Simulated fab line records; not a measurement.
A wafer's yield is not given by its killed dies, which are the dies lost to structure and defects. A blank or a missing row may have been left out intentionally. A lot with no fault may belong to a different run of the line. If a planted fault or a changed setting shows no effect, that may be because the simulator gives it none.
The tool behind it: which one? | flow gf180mcu | Sampling: 15 lots, 45 wafers, 4 of 602 route steps

== WHAT THE GAUGES SHOWED, per wafer ==
No reading from a measuring or inspecting step in the record can be judged against a usual standard deviation.

== TOOL THAT RAN EACH LOT (tool first, then ch and the chambers of the sampled wafers, then the start) ==
lot  | GF_MIM_SPUTTER_03            | GF_MIM_SPUTTER_04            | GF_MIM_SPUTTER_07            | GF_MIM_SPUTTER_09
L985 | pvd-sputter-03, day 24 10:10 | pvd-sputter-03, day 24 10:11 | pvd-sputter-01, day 24 10:19 | pvd-sputter-01, day 24 10:23
L987 | pvd-sputter-02, day 24 22:49 | pvd-sputter-02, day 24 22:50 | pvd-sputter-03, day 24 22:58 | pvd-sputter-03, day 24 23:02
L989 | pvd-sputter-02, day 26 00:33 | pvd-sputter-02, day 26 00:34 | pvd-sputter-01, day 26 00:42 | pvd-sputter-01, day 26 00:46
L990 | pvd-sputter-03, day 26 01:05 | pvd-sputter-03, day 26 01:06 | pvd-sputter-02, day 26 01:14 | pvd-sputter-02, day 26 01:18
L991 | pvd-sputter-02, day 26 09:38 | pvd-sputter-02, day 26 09:40 | pvd-sputter-03, day 26 09:48 | pvd-sputter-03, day 26 09:52
L992 | pvd-sputter-01, day 26 19:37 | pvd-sputter-01, day 26 19:38 | pvd-sputter-03, day 26 19:46 | pvd-sputter-03, day 26 19:50
L997 | pvd-sputter-03, day 28 11:25 | pvd-sputter-03, day 28 11:26 | pvd-sputter-03, day 28 11:35 | pvd-sputter-03, day 28 11:38
L998 | pvd-sputter-02, day 28 16:59 | pvd-sputter-02, day 28 17:00 | pvd-sputter-02, day 28 17:08 | pvd-sputter-02, day 28 17:12
L999 | pvd-sputter-03, day 29 01:33 | pvd-sputter-03, day 29 01:34 | pvd-sputter-02, day 29 01:43 | pvd-sputter-02, day 29 01:46
L101 | pvd-sputter-03, day 29 18:01 | pvd-sputter-03, day 29 18:02 | pvd-sputter-02, day 29 18:10 | pvd-sputter-02, day 29 18:14
L103 | pvd-sputter-02, day 30 03:39 | pvd-sputter-02, day 30 03:40 | pvd-sputter-02, day 30 03:52 | pvd-sputter-02, day 30 03:56
L104 | pvd-sputter-03, day 30 08:12 | pvd-sputter-03, day 30 08:13 | pvd-sputter-01, day 30 08:22 | pvd-sputter-01, day 30 08:25
L106 | pvd-sputter-01, day 30 19:44 | pvd-sputter-01, day 30 19:45 | pvd-sputter-02, day 30 19:53 | pvd-sputter-02, day 30 19:57
L107 | pvd-sputter-02, day 31 01:32 | pvd-sputter-02, day 31 01:33 | pvd-sputter-03, day 31 01:41 | pvd-sputter-03, day 31 01:45
L108 | pvd-sputter-02, day 31 07:07 | pvd-sputter-02, day 31 07:08 | pvd-sputter-03, day 31 07:16 | pvd-sputter-03, day 31 07:20
- GF_MIM_SPUTTER_03: material Ti, target thk 10 nm, time 6.7 s.
- GF_MIM_SPUTTER_04: material TiN, target thk 50 nm, time 41.7 s.
- GF_MIM_SPUTTER_07: material TiN, target thk 60 nm, time 50 s.
- GF_MIM_SPUTTER_09: material TiN, target thk 35 nm, time 29.2 s.

== AS READ BY THE TOOLS THEMSELVES (means over the sampled wafers that have a number; for cases with no such wafer, the mark the record gives instead) ==
GF_MIM_SPUTTER_03. Usual: cathode-dc-power-W 3000.1 W, standard deviation 0.57; chamber-pressure-pa 0.2999 Pa, standard deviation 0.00065; throttle-valve-pct 30.3 %, standard deviation 0.95.
lot  | tool           | cathode-dc-power-W (W) | chamber-pressure-pa (Pa) | throttle-valve-pct (%) | flag
L985 | pvd-sputter-03 | 3000.2                 | 0.3001                   | 30.2                   |
L987 | pvd-sputter-02 | 3000.3                 | 0.2995                   | 29.8                   |
L989 | pvd-sputter-02 | 2999.8                 | 0.3002                   | 29.7                   |
L990 | pvd-sputter-03 | 2999.9                 | 0.2997                   | 30.6                   |
L991 | pvd-sputter-02 | 3000.1                 | 0.2999                   | 31.3                   |
L992 | pvd-sputter-01 | 2999.9                 | 0.2991                   | 30.2                   |
L997 | pvd-sputter-03 | -                      | -                        | -                      | OFF
L998 | pvd-sputter-02 | -                      | -                        | -                      | OFF
L999 | pvd-sputter-03 | -                      | -                        | -                      | OFF
L101 | pvd-sputter-03 | 3000.1                 | 0.2998                   | 30.1                   |
L103 | pvd-sputter-02 | 3000.0                 | 0.2998                   | 29.9                   |
L104 | pvd-sputter-03 | 3000.2                 | 0.2995                   | 30.5                   |
L106 | pvd-sputter-01 | 2999.9                 | 0.3004                   | 30.1                   |
L107 | pvd-sputter-02 | 3000.0                 | 0.3004                   | 29.7                   |
L108 | pvd-sputter-02 | 3000.6                 | 0.3004                   | 29.9                   |

GF_MIM_SPUTTER_04. Usual: cathode-dc-power-W 6499.8 W, standard deviation 1.2; chamber-pressure-pa 0.3999 Pa, standard deviation 0.00081; throttle-valve-pct 30.3 %, standard deviation 0.99.
lot  | tool           | cathode-dc-power-W (W) | chamber-pressure-pa (Pa) | throttle-valve-pct (%) | flag
L985 | pvd-sputter-03 | 6500.0                 | 0.3994                   | 30.1                   |
L987 | pvd-sputter-02 | 6498.9                 | 0.4000                   | 29.7                   |
L989 | pvd-sputter-02 | 6498.8                 | 0.3994                   | 29.8                   |
L990 | pvd-sputter-03 | 6499.4                 | 0.3996                   | 30.9                   |
L991 | pvd-sputter-02 | 6500.0                 | 0.3992                   | 31.2                   |
L992 | pvd-sputter-01 | 6499.7                 | 0.3997                   | 30.2                   |
L997 | pvd-sputter-03 | 6499.4                 | 0.4002                   | 30.5                   |
L998 | pvd-sputter-02 | 6500.0                 | 0.3999                   | 30.0                   |
L999 | pvd-sputter-03 | 6499.6                 | 0.3992                   | 30.1                   |
L101 | pvd-sputter-03 | 6501.0                 | 0.3998                   | 30.1                   |
L103 | pvd-sputter-02 | 6500.5                 | 0.3999                   | 29.9                   |
L104 | pvd-sputter-03 | 6500.4                 | 0.4004                   | 30.4                   |
L106 | pvd-sputter-01 | 6500.4                 | 0.3995                   | 30.1                   |
L107 | pvd-sputter-02 | 6500.1                 | 0.4002                   | 29.7                   |
L108 | pvd-sputter-02 | 6498.7                 | 0.4001                   | 30.0                   |

GF_MIM_SPUTTER_07. Usual: cathode-dc-power-W 6500.0 W, standard deviation 1.1; chamber-pressure-pa 0.4001 Pa, standard deviation 0.00077; throttle-valve-pct 30.4 %, standard deviation 0.95.
lot  | tool           | cathode-dc-power-W (W) | chamber-pressure-pa (Pa) | throttle-valve-pct (%) | flag
L985 | pvd-sputter-01 | 6500.8                 | 0.3998                   | 30.1                   |
L987 | pvd-sputter-03 | 6500.2                 | 0.4003                   | 30.6                   |
L989 | pvd-sputter-01 | 6499.5                 | 0.4004                   | 30.2                   |
L990 | pvd-sputter-02 | 6499.1                 | 0.3996                   | 30.9                   |
L991 | pvd-sputter-03 | 6499.9                 | 0.4001                   | 30.5                   |
L992 | pvd-sputter-03 | 6499.4                 | 0.3997                   | 30.2                   |
L997 | pvd-sputter-03 | 6500.2                 | 0.4001                   | 30.4                   |
L998 | pvd-sputter-02 | 6500.0                 | 0.4001                   | 31.4                   |
L999 | pvd-sputter-02 | 6500.1                 | 0.3997                   | 30.4                   |
L101 | pvd-sputter-02 | 6499.7                 | 0.4002                   | 31.0                   |
L103 | pvd-sputter-02 | 6500.2                 | 0.4006                   | 30.2                   |
L104 | pvd-sputter-01 | 6500.2                 | 0.4008                   | 30.8                   |
L106 | pvd-sputter-02 | 6499.8                 | 0.4011                   | 29.1                   |
L107 | pvd-sputter-03 | 6501.3                 | 0.4013                   | 30.4                   |
L108 | pvd-sputter-03 | 6499.8                 | 0.3996                   | 30.2                   |

GF_MIM_SPUTTER_09. Usual: cathode-dc-power-W 6500.1 W, standard deviation 1.2; chamber-pressure-pa 0.4000 Pa, standard deviation 0.00082; throttle-valve-pct 30.3 %, standard deviation 0.96.
lot  | tool           | cathode-dc-power-W (W) | chamber-pressure-pa (Pa) | throttle-valve-pct (%) | flag
L985 | pvd-sputter-01 | 6500.9                 | 0.3995                   | 30.0                   |
L987 | pvd-sputter-03 | 6500.5                 | 0.3996                   | 30.5                   |
L989 | pvd-sputter-01 | 6498.8                 | 0.4003                   | 30.1                   |
L990 | pvd-sputter-02 | 6499.1                 | 0.3997                   | 30.9                   |
L991 | pvd-sputter-03 | 6499.4                 | 0.3995                   | 30.3                   |
L992 | pvd-sputter-03 | 6500.2                 | 0.4001                   | 30.2                   |
L997 | pvd-sputter-03 | 6501.1                 | 0.4003                   | 30.5                   |
L998 | pvd-sputter-02 | 6499.9                 | 0.3997                   | 31.4                   |
L999 | pvd-sputter-02 | 6500.0                 | 0.4001                   | 30.2                   |
L101 | pvd-sputter-02 | 6499.1                 | 0.3999                   | 31.0                   |
L103 | pvd-sputter-02 | 6501.3                 | 0.3998                   | 30.4                   |
L104 | pvd-sputter-01 | 6500.8                 | 0.4007                   | 30.7                   |
L106 | pvd-sputter-02 | 6500.9                 | 0.3997                   | 29.1                   |
L107 | pvd-sputter-03 | 6500.6                 | 0.4002                   | 30.3                   |
L108 | pvd-sputter-03 | 6500.5                 | 0.3998                   | 30.0                   |

== THE ANSWER, worked out from the rows above alone ==
Rule: a lot is off if the mean of its wafers that have a number lies more than 3 standard deviations from the usual mean. Also off: a lot with no number at a reading for which 4 or more lots have one. The other lots that the step has rows for count as sound. After the gauges, taken in route order, come the tools' own readings; for these a lot's mean is taken, as printed above. At the first step where some lot is off, the reading lying furthest off is the one used; lots without a number count as furthest.
Off at GF_MIM_SPUTTER_03 (cathode-dc-power-W): L997, L998, L999. Without a number there: L997, L998, L999.
If a tool, at that step or one of the process steps before it, ran each lot that is off and ran no sound lot following the first of them, it fits. No candidate that was tried fits.

== WHAT HAD BEEN PUT IN BY THE SIMULATOR ==
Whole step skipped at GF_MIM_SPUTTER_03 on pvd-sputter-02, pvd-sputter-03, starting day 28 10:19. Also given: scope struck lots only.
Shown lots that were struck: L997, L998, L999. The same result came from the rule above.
